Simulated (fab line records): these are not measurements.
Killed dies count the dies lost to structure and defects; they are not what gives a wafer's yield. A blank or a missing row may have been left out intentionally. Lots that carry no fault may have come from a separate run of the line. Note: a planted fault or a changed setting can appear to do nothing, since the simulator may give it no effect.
A struck lot beside a sound one || flow gf180mcu || 14 steps out of a route of 602
Sound: the wafers L879.1, L879.4, L879.6. Wafers L869.1, L869.2, L869.6 were the ones struck. Last of all comes the cause.
Per side, at each step with rows, come the tool, then ch with its chambers, and then its first start. Under that, the readings that differ: sound wafers || struck wafers || difference of the means || sigmas: that difference in standard deviations of wafers without a fault.
alike: same words and numbers on both sides, and readings whose means sit less than 2 such deviations apart. not compared: any withheld reading, any reading some wafer has no value for, any bound like >300 that may hide the same value, and any number with overlapping values for which the record gives no deviation.
Wherever a step has rows on one side only, a row that says differs or no value, or a row with sigmas, the two part there. Numbers that have no deviation but don't overlap get no sigmas and don't part them. A reading that every wafer of one side lacks parts them only if that side has two wafers or more.

first, 1 step without rows for these wafers: GF_NSD_DEVELOP_06 (develop time 60 s).
GF_NSD_CD_MEAS_07 targets a cd of 400 nm.
  sound on cd-sem-01, day 19 07:17; struck on cd-sem-02, day 15 17:57
  alike: cd-nm
GF_NSD_OVL_MEAS_08:
  sound on overlay-02, day 19 07:24; struck on overlay-01, day 15 18:04
  alike: NSD_OVL
then, 2 steps without rows for these wafers: GF_NSD_IMPLANT_09; GF_NSD_IMPLANT_10.
GF_NSD_STRIP_11: strips in O2/N2.
  sound on plasma-asher-02 ch 0,1, day 19 07:44; struck on plasma-asher-02 ch 0,1, day 15 18:25
  alike: drypump-motor-current-A, heater-power-w, n2-flow-sccm, oes-product-au, strip-time-to-endpoint-s
  not compared: rf-hours-counter-h
GF_NSD_TW_MEAS_12:
  sound on film-metro-01, day 19 07:50; struck on film-metro-04, day 15 18:31
  alike: NSD_TW
then, 5 steps without rows for these wafers: GF_PSD_DEHYDRATE_00 (time 60 s); GF_PSD_HMDS_01 (prime time 60 s); GF_PSD_COAT_02 (resist thk 1000 nm); GF_PSD_SOFTBAKE_03 (time 60 s); GF_PSD_EXPOSE_04 (exposes mask Pplus, target cd 400 nm).
GF_PSD_PEB_05:
  struck on litho-track-03, day 16 16:18; sound on litho-track-03 ch 0, day 20 08:06
{"reading": "exhaust-pa (Pa)", "sound": "45.7 46.9 46.0", "struck": "- - -", "difference": "no value on the struck wafers", "sigmas": ""}
  not compared: chill-plate-temp-C
then, 1 step without rows for these wafers: GF_PSD_DEVELOP_06 (develop time 60 s).

== WHERE THEY PART ==
Within this record, at GF_PSD_PEB_05 only.

WHY: what the simulator had put in
Entire step skipped (litho-track-03, GF_PSD_PEB_05), from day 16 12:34 onward. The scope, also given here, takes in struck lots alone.
